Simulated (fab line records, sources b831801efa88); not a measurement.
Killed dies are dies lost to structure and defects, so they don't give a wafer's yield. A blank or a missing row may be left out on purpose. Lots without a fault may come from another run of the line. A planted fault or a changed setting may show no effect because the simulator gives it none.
fab line records | flow sky130
record lots=6 wafers=18 last_day=50
route steps=708 shown CONTACT@411 PAD_OPEN@708
lots that met no fault: from a run of the same line without faults
start_h: hours from the record's first day to the start of the lot's first wafer shown | wait_h: hours since the lot's step before | " the same as in the row above | L1.1+2: a row that stands for several wafers | - no value, or no start given | * or withheld: withheld | < > ~ a bound
route shown NAME@n: a module of which the file shows steps, and the number in the route of the first | usual: mean/standard deviation of fault-free wafers | same: alike in all rows | chamber/n: place in a boat | sites: the reading at each site | _std_site: their standard deviation | _edge_site: outer sites' mean less inner sites' | radius_mm: how far each site lies from the wafer's centre | mask NAME#n: copy n | behind: the tool/chamber that last shaped the wafer | hold: why the lot was held/for how many hours/how that ended | device: the transistor (n, p or np) that didn't switch | end of line: the same wafers' tests at the end of the route | a step without rows: its recipe alone | killed: dies lost to structure and defects at the first sort, not the wafer's yield | map: a wafer's dies, x killed, . not, _ none there
set.NAME: the setting as run; set.NAME@STEP: as run at that earlier step | model.NAME: the simulator's own value behind a step, which no gauge read
lots at some steps of the route; a table a step, a row a wafer
services: from which hour (start_h, from the record's first day; less than 0 if before it) a tool's chamber was out of use, for how many hours, and why
## steps
# step SKY_CONTACT_BOW_MEAS_05
# recipe mode=bow
# usual CONTACT_BOW=82/6.7
# columns lot.wafer tool chamber start_h wait_h CONTACT_BOW[um]
L828.2 film_metro-02 - 760.97 0.1 75
L828.4 " - " " 80
L828.5 " - " " 88
L832.3 film_metro-02 - 796.05 0.3 81
L832.4 " - " " 84
L832.6 " - " " 83
L840.2 film_metro-04 - 842.27 0.2 82
L840.3 " - " " 91
L840.6 " - " " 86
L841.2 film_metro-02 - 852.43 0.3 78
L841.3 " - " " 84
L841.4 " - " " 77
L843.1 film_metro-02 - 865.07 0.1 84
L843.2 " - " " 85
L843.5 " - " " 80
L844.1 film_metro-02 - 876.77 0.2 71
L844.4 " - " " 90
L844.5 " - " " 84
# step SKY_CONTACT_DEHYDRATE_06
# recipe temp_c=200 time_s=60
# step SKY_CONTACT_HMDS_07
# recipe prime_time_s=60 prime_temp_c=120
# step SKY_CONTACT_COAT_08
# recipe resist=BARC temp_c=withheld time_s=withheld spin_rpm=3000 resist_thk_nm=60
# step SKY_CONTACT_COAT_09
# recipe resist=KrF-thick spin_rpm=3000 resist_thk_nm=444.6
# step SKY_CONTACT_SOFTBAKE_10
# recipe temp_c=100 time_s=90 resist=KrF-thick
# step SKY_CONTACT_EXPOSE_11
# recipe mask_id=CTM1 na=0.8 source_shape=annular sigma_inner=0.55 sigma_outer=0.85 target_cd_nm=170 dose_mj=38
# step SKY_CONTACT_PEB_12
# recipe peb_temp_c=withheld peb_time_s=withheld resist=KrF-thick
# step SKY_CONTACT_DEVELOP_13
# recipe develop_time_s=60 resist=KrF-thick dev_temp_c=21
# step SKY_CONTACT_CD_MEAS_14
# recipe target_cd_nm=170
# usual cd_nm=170.1/1.4
# columns lot.wafer tool chamber start_h wait_h cd_nm
L828.2 cd_sem-01 - 787.85 - 171.1
L828.4 " - " " 170.7
L828.5 " - " " 170.2
L832.3 cd_sem-02 - 823.18 - 169.2
L832.4 " - " " 168.1
L832.6 " - " " 168.3
L840.2 cd_sem-01 - 868.35 - 170.4
L840.3 " - " " 170.2
L840.6 " - " " 169.3
L841.2 cd_sem-01 - 878.15 - 169.8
L841.3 " - " " 169.3
L841.4 " - " " 170.2
L843.1 cd_sem-01 - 890.53 - 170.1
L843.2 " - " " 171.5
L843.5 " - " " 171.5
L844.1 cd_sem-01 - 902.44 - 171.3
L844.4 " - " " 169.2
L844.5 " - " " 170.7
# step SKY_CONTACT_OVL_MEAS_15
# usual CONTACT_OVL=4/5.6
# columns lot.wafer tool chamber start_h wait_h CONTACT_OVL[nm]
L828.2 overlay-02 - 787.96 0.1 5
L828.4 " - " " 0
L828.5 " - " " 7
L832.3 overlay-02 - 823.27 0.1 8
L832.4 " - " " 11
L832.6 " - " " 16
L840.2 overlay-02 - 868.46 0.1 -12
L840.3 " - " " -9
L840.6 " - " " -14
L841.2 overlay-01 - 878.26 0.1 8
L841.3 " - " " 2
L841.4 " - " " 12
L843.1 overlay-02 - 890.65 0.1 8
L843.2 " - " " 11
L843.5 " - " " 8
L844.1 overlay-01 - 902.56 0.1 2
L844.4 " - " " 6
L844.5 " - " " 1
# step SKY_CONTACT_ETCH_16
# recipe chemistry=N2/H2 target=BARC ion_energy_ev=200 source_w=500 bias_w=100 pressure_mtorr=30 n2_flow_sccm=100 h2_flow_sccm=200 stop_on=SiO2 time_s=45.9 target_depth_a=600
# usual bias_w=99.99/0.26 chamber_pressure_mTorr=30.00/0.03 drypump_motor_current_A=5.7/0.38 n2_flow_sccm=100.01/0.3 oes_product_au=0.854/0.0048 rf_fwd_power_W=496.0/1.9 throttle_valve_pct=13.224/0.0093
# columns lot.wafer tool chamber start_h wait_h bias_w chamber_pressure_mTorr drypump_motor_current_A n2_flow_sccm oes_product_au rf_fwd_power_W rf_hours_counter_h throttle_valve_pct
L828.2 rie_diel-02 3 787.99 0.0 100.41 30.03 5.5 99.86 0.860 498.5 26 13.224
L828.4 " 1 " " 99.82 30.04 5.5 100.42 0.854 494.5 11 13.211
L828.5 " 0 " " 100.52 29.99 5.9 100.29 0.856 500.7 - 13.237
L832.3 rie_diel-04 3 823.29 0.0 100.20 30.04 6.0 100.11 0.858 495.6 11 13.243
L832.4 " 1 " " 100.00 29.99 6.0 99.58 0.850 497.3 19 13.223
L832.6 " 0 " " 100.08 29.97 6.2 99.77 0.856 499.3 - 13.228
L840.2 rie_diel-04 2 868.49 0.0 99.78 30.05 5.8 99.65 0.849 496.6 1 13.213
L840.3 " 1 " " 100.24 30.07 6.0 99.74 0.854 494.4 20 13.217
L840.6 " 3 " " 99.85 30.09 6.0 99.64 0.856 494.5 - 13.233
L841.2 rie_diel-04 1 878.29 0.0 100.35 30.03 6.0 100.11 0.850 495.6 20 13.217
L841.3 " 3 " " 99.98 30.00 6.1 100.16 0.864 495.6 13 13.221
L841.4 " 1 " " 99.85 30.03 6.0 100.24 0.851 497.2 - 13.239
L843.1 rie_diel-01 1 890.68 0.0 100.43 29.96 5.4 100.07 0.855 496.6 10 13.217
L843.2 " 0 " " 99.87 30.02 5.9 99.84 0.856 495.8 6 13.218
L843.5 " 0 " " 100.24 29.97 5.9 100.35 0.852 497.3 - 13.220
L844.1 rie_diel-01 3 902.59 0.0 100.39 30.02 6.4 100.07 0.856 496.6 26 13.228
L844.4 " 1 " " 100.16 29.99 5.4 100.36 0.862 492.9 10 13.228
L844.5 " 1 " " 99.83 30.03 5.4 100.35 0.857 493.8 - 13.231
# step SKY_CONTACT_ETCH_17
# recipe target=SiO2 chemistry=C4F8/O2/Ar stop_on=Si3N4 mask_material=KrF-thick source_w=1500 bias_w=1200 pressure_mtorr=40 c4f8_flow_sccm=withheld O2_flow_sccm=6 Ar_flow_sccm=300 time_s=withheld target_depth_a=3400
# usual bias_w=1200/3.2 chamber_pressure_mTorr=40.00/0.036 oes_product_au=0.892/0.0047 rf_fwd_power_W=1491/5.7
# columns lot.wafer tool chamber start_h wait_h bias_w chamber_pressure_mTorr oes_product_au rf_fwd_power_W
L828.2 rie_diel-02 3 788.03 0.0 1200 40.01 0.888 1498
L828.4 " 1 " " 1199 40.06 0.892 1487
L828.5 " 0 " " 1196 40.02 0.882 1493
L832.3 rie_diel-04 3 823.33 0.0 1190 39.99 0.895 1497
L832.4 " 1 " " 1199 40.01 0.893 1487
L832.6 " 0 " " 1194 40.05 0.888 1493
L840.2 rie_diel-04 2 868.53 0.0 1170 40.07 0.898 1494
L840.3 " 1 " " 1174 40.03 0.891 1497
L840.6 " 3 " " 1175 40.02 0.889 1497
L841.2 rie_diel-04 1 878.33 0.0 1165 40.01 0.894 1494
L841.3 " 3 " " 1169 40.05 0.887 1502
L841.4 " 1 " " 1162 39.97 0.897 1489
L843.1 rie_diel-01 1 890.73 0.0 1200 40.05 0.888 1483
L843.2 " 0 " " 1198 40.03 0.894 1496
L843.5 " 0 " " 1202 39.94 0.892 1497
L844.1 rie_diel-01 3 902.64 0.0 1196 40.05 0.898 1490
L844.4 " 1 " " 1199 40.03 0.890 1487
L844.5 " 1 " " 1197 39.92 0.895 1485
# step SKY_CONTACT_ETCH_18
# recipe target=Si3N4 chemistry=CHF3/O2 stop_on=TiN source_w=600 bias_w=200 pressure_mtorr=40 chf3_flow_sccm=50 O2_flow_sccm=5 time_s=39 target_depth_a=750
# usual bias_w=200.1/0.59 chamber_pressure_mTorr=40.00/0.034 drypump_motor_current_A=5.7/0.38 oes_product_au=0.855/0.0089 rf_fwd_power_W=594.5/2.2 throttle_valve_pct=8.793/0.0099
# columns lot.wafer tool chamber start_h wait_h bias_w chamber_pressure_mTorr drypump_motor_current_A oes_product_au rf_fwd_power_W rf_hours_counter_h throttle_valve_pct
L828.2 rie_diel-02 3 - - 199.6 39.94 5.5 0.841 596.6 26 8.796
L828.4 " 1 " " 200.6 40.04 5.5 0.856 595.3 11 8.785
L828.5 " 0 " " 200.7 39.95 5.9 0.849 593.3 - 8.794
L832.3 rie_diel-04 3 - - 200.1 39.97 6.0 0.839 594.3 11 8.803
L832.4 " 1 " " 199.8 40.02 6.0 0.846 594.5 19 8.783
L832.6 " 0 " " 200.2 39.98 6.1 0.854 596.2 - 8.795
L840.2 rie_diel-04 2 - - 199.7 39.96 5.8 0.852 593.4 1 8.801
L840.3 " 1 " " 199.2 40.00 6.0 0.856 597.0 20 8.787
L840.6 " 3 " " 200.0 40.03 6.0 0.858 596.9 - 8.799
L841.2 rie_diel-04 1 - - 200.6 40.02 6.0 0.845 592.7 21 8.804
L841.3 " 3 " " 200.1 40.03 6.0 0.848 598.6 13 8.801
L841.4 " 1 " " 200.5 40.01 6.0 0.850 593.8 - 8.799
L843.1 rie_diel-01 1 - - 199.7 40.03 5.4 0.840 590.6 10 8.780
L843.2 " 0 " " 199.9 40.05 5.9 0.838 598.7 6 8.806
L843.5 " 0 " " 200.0 39.95 5.9 0.850 598.2 - 8.798
L844.1 rie_diel-01 3 - - 200.0 40.01 6.3 0.855 596.8 26 8.783
L844.4 " 1 " " 200.6 40.06 5.4 0.848 592.9 11 8.795
L844.5 " 1 " " 201.0 40.08 5.4 0.859 593.9 - 8.799
# step SKY_PAD_OPEN_PROBE_99
# usual killed_at_M0_to_M3=44/7.3 killed_at_M4_up=3.3/1.8 killed_at_contacts=24/5.3 killed_at_front_end=16/5 killed_dies=87/10 killed_open=47/7.5 killed_short=40/6.3
# same gross_dies=492 killed_at_back_side=0 killed_at_other=0
# columns lot.wafer tool chamber start_h wait_h killed_at_M0_to_M3 killed_at_M4_up killed_at_contacts killed_at_front_end killed_dies killed_open killed_short
L828.2 prober-01 - 1119.40 0.1 41 3 21 22 87 46 41
L828.4 prober-01 - 1119.50 0.2 34 4 15 8 61 37 24
L828.5 prober-01 - 1119.55 0.2 43 7 28 12 90 42 48
L832.3 prober-01 - 1142.91 0.2 32 2 31 21 86 45 41
L832.4 prober-01 - 1142.96 0.2 46 0 32 19 97 54 43
L832.6 prober-01 - 1143.06 0.2 29 5 18 7 59 28 31
L840.2 prober-01 - 1177.80 0.1 60 4 14 12 90 46 44
L840.3 prober-01 - 1177.85 0.2 49 4 24 11 88 44 44
L840.6 prober-01 - 1178.00 0.2 52 1 22 15 90 50 40
L841.2 prober-02 - 1182.31 0.1 40 2 29 11 82 46 36
L841.3 prober-02 - 1182.36 0.2 45 3 20 16 84 48 36
L841.4 prober-02 - 1182.41 0.2 35 9 27 13 84 44 40
L843.1 prober-02 - 1194.61 0.1 37 1 22 14 74 46 28
L843.2 prober-02 - 1194.66 0.1 44 2 30 24 100 53 47
L843.5 prober-02 - 1194.81 0.2 38 3 26 18 85 54 31
L844.1 prober-01 - 1199.89 0.1 41 3 17 7 68 37 31
L844.4 prober-01 - 1200.04 0.2 40 5 21 12 78 38 40
L844.5 prober-01 - 1200.09 0.2 46 4 30 10 90 53 37
# killed by level:class
L828.2 VIA1:geometric_particle:open=12 POLY_GATE:geometric_particle:short=8 VIA3:geometric_particle:open=8 METAL2:geometric_particle:short=7 LI_CONTACT:geometric_particle:open=6 CONTACT:geometric_particle:open=6 FIELD_ISO:geometric_particle:open=4 CONTACT:geometric_particle:short=4
L828.4 VIA1:geometric_particle:open=10 VIA3:geometric_particle:open=8 CONTACT:geometric_particle:open=5 METAL2:geometric_particle:short=5 FIELD_ISO:geometric_particle:short=4 LI_CONTACT:geometric_particle:open=4 CONTACT:geometric_particle:short=4 METAL1:geometric_particle:short=3
L828.5 CONTACT:geometric_particle:open=10 LI_CONTACT:geometric_particle:open=7 VIA1:geometric_particle:short=7 METAL1:geometric_particle:short=6 VIA1:geometric_particle:open=6 METAL2:geometric_particle:short=6 VIA2:geometric_particle:open=6 POLY_GATE:geometric_particle:short=5
L832.3 CONTACT:geometric_particle:open=10 CONTACT:geometric_particle:short=9 FIELD_ISO:geometric_particle:open=7 LI_CONTACT:geometric_particle:open=7 VIA1:geometric_particle:open=7 LOCAL_INTERCONNECT:geometric_particle:short=4 FIELD_ISO:geometric_particle:short=4 METAL1:geometric_particle:short=4
L832.4 VIA3:geometric_particle:open=10 CONTACT:geometric_particle:open=8 LI_CONTACT:geometric_particle:open=8 CONTACT:geometric_particle:short=8 VIA1:geometric_particle:open=7 VIA2:geometric_particle:open=6 FIELD_ISO:geometric_particle:open=5 METAL2:geometric_particle:short=5
L832.6 VIA1:geometric_particle:open=7 CONTACT:geometric_particle:short=6 VIA2:geometric_particle:open=5 LOCAL_INTERCONNECT:geometric_particle:short=4 METAL1:geometric_particle:short=4 LI_CONTACT:geometric_particle:open=3 CONTACT:geometric_particle:open=3 VIA3:geometric_particle:open=3
L840.2 VIA1:geometric_particle:open=16 METAL1:geometric_particle:short=10 VIA2:geometric_particle:open=8 CONTACT:geometric_particle:open=6 VIA3:geometric_particle:open=5 VIA1:geometric_particle:short=5 METAL2:geometric_particle:short=5 FIELD_ISO:geometric_particle:short=4
L840.3 VIA1:geometric_particle:open=10 METAL2:geometric_particle:short=8 VIA2:geometric_particle:open=8 CONTACT:geometric_particle:open=7 LI_CONTACT:geometric_particle:open=6 VIA1:geometric_particle:short=6 VIA3:geometric_particle:open=6 METAL1:geometric_particle:short=5
L840.6 VIA1:geometric_particle:open=13 VIA3:geometric_particle:open=8 METAL2:geometric_particle:short=7 METAL1:geometric_particle:short=6 VIA2:geometric_particle:open=6 LI_CONTACT:geometric_particle:short=5 LOCAL_INTERCONNECT:geometric_particle:short=5 CONTACT:geometric_particle:open=5
L841.2 VIA1:geometric_particle:open=11 LI_CONTACT:geometric_particle:open=9 CONTACT:geometric_particle:open=9 CONTACT:geometric_particle:short=7 VIA3:geometric_particle:short=6 FIELD_ISO:geometric_particle:short=4 FIELD_ISO:geometric_particle:open=4 VIA2:geometric_particle:short=4
L841.3 VIA2:geometric_particle:open=12 METAL1:geometric_particle:short=8 LOCAL_INTERCONNECT:geometric_particle:short=7 VIA1:geometric_particle:open=7 FIELD_ISO:geometric_particle:open=6 CONTACT:geometric_particle:open=6 LI_CONTACT:geometric_particle:open=5 METAL2:geometric_particle:short=4
L841.4 CONTACT:geometric_particle:open=12 VIA1:geometric_particle:open=8 VIA3:geometric_particle:open=6 LI_CONTACT:geometric_particle:short=6 LI_CONTACT:geometric_particle:open=5 VIA2:geometric_particle:open=5 METAL4:geometric_particle:short=5 FIELD_ISO:geometric_particle:short=4
L843.1 CONTACT:geometric_particle:open=14 VIA1:geometric_particle:open=12 FIELD_ISO:geometric_particle:open=9 VIA2:geometric_particle:open=5 CONTACT:geometric_particle:short=4 METAL1:geometric_particle:short=4 METAL2:geometric_particle:short=4 VIA3:geometric_particle:open=3
L843.2 CONTACT:geometric_particle:open=10 VIA1:geometric_particle:short=8 LI_CONTACT:geometric_particle:open=8 POLY_GATE:geometric_particle:open=7 VIA1:geometric_particle:open=7 VIA3:geometric_particle:open=7 METAL2:geometric_particle:short=6 FIELD_ISO:geometric_particle:short=5
L843.5 VIA1:geometric_particle:open=14 CONTACT:geometric_particle:open=13 VIA2:geometric_particle:open=9 POLY_GATE:geometric_particle:open=7 METAL2:geometric_particle:short=7 FIELD_ISO:geometric_particle:short=5 LI_CONTACT:geometric_particle:open=4 LOCAL_INTERCONNECT:geometric_particle:short=4
L844.1 CONTACT:geometric_particle:open=7 METAL2:geometric_particle:short=7 METAL1:geometric_particle:short=6 VIA1:geometric_particle:open=6 CONTACT:geometric_particle:short=4 VIA2:geometric_particle:open=4 VIA3:geometric_particle:open=4 FIELD_ISO:geometric_particle:open=3
L844.4 VIA3:geometric_particle:open=10 CONTACT:geometric_particle:open=7 VIA1:geometric_particle:open=7 METAL1:geometric_particle:short=6 FIELD_ISO:geometric_particle:short=5 LI_CONTACT:geometric_particle:open=5 LOCAL_INTERCONNECT:geometric_particle:short=5 METAL2:geometric_particle:short=5
L844.5 CONTACT:geometric_particle:open=11 VIA3:geometric_particle:open=9 VIA1:geometric_particle:open=8 LI_CONTACT:geometric_particle:open=7 VIA2:geometric_particle:open=7 LOCAL_INTERCONNECT:geometric_particle:short=6 VIA1:geometric_particle:short=6 FIELD_ISO:geometric_particle:open=5
## services
# columns tool chamber start_h hours kind
rie_diel-02 0 790.08 - clean
rie_diel-02 0 790.08 15.0 scheduled_down
rie_diel-02 0 790.08 15.0 vent_cycle
rie_diel-04 2 797.30 - clean
rie_diel-04 2 797.30 21.8 scheduled_down
rie_diel-04 2 797.30 21.8 vent_cycle
rie_diel-01 1 799.10 2.4 repair
rie_diel-04 0 828.41 6.8 repair
rie_diel-04 - 842.36 15.6 pm
rie_diel-02 3 858.78 - clean
rie_diel-02 3 858.78 13.2 scheduled_down
rie_diel-02 3 858.78 13.2 vent_cycle
rie_diel-01 0 873.29 3.9 repair
rie_diel-04 2 877.99 6.4 repair
## key
first_sign step=SKY_CONTACT_ETCH_17 reading=bias_w direction=down sigmas=9.5 usual=1200 struck=1169
effect none on later readings
met_at SKY_CONTACT_ETCH_17
struck_wafers L840.2,L840.3,L840.6,L841.2,L841.3,L841.4
tester_left_out L840,L841
onset_between 823.33 868.53
fault kind=process_parameter_drift tool=rie_diel-04 chamber=- onset_h=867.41 steps=SKY_CONTACT_ETCH_17 channel=bias_w offset=-29.583 shape=step end_h=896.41 acts_in=these_recipes_only stated=1200
# tester_left_out: of these lots the tester's yield and bins aren't shown, on N5 and GAA mostly nor the transistor test; their killed dies are dies lost to structure and defects alone, not to doping, threshold or leakage, so they don't give the yield
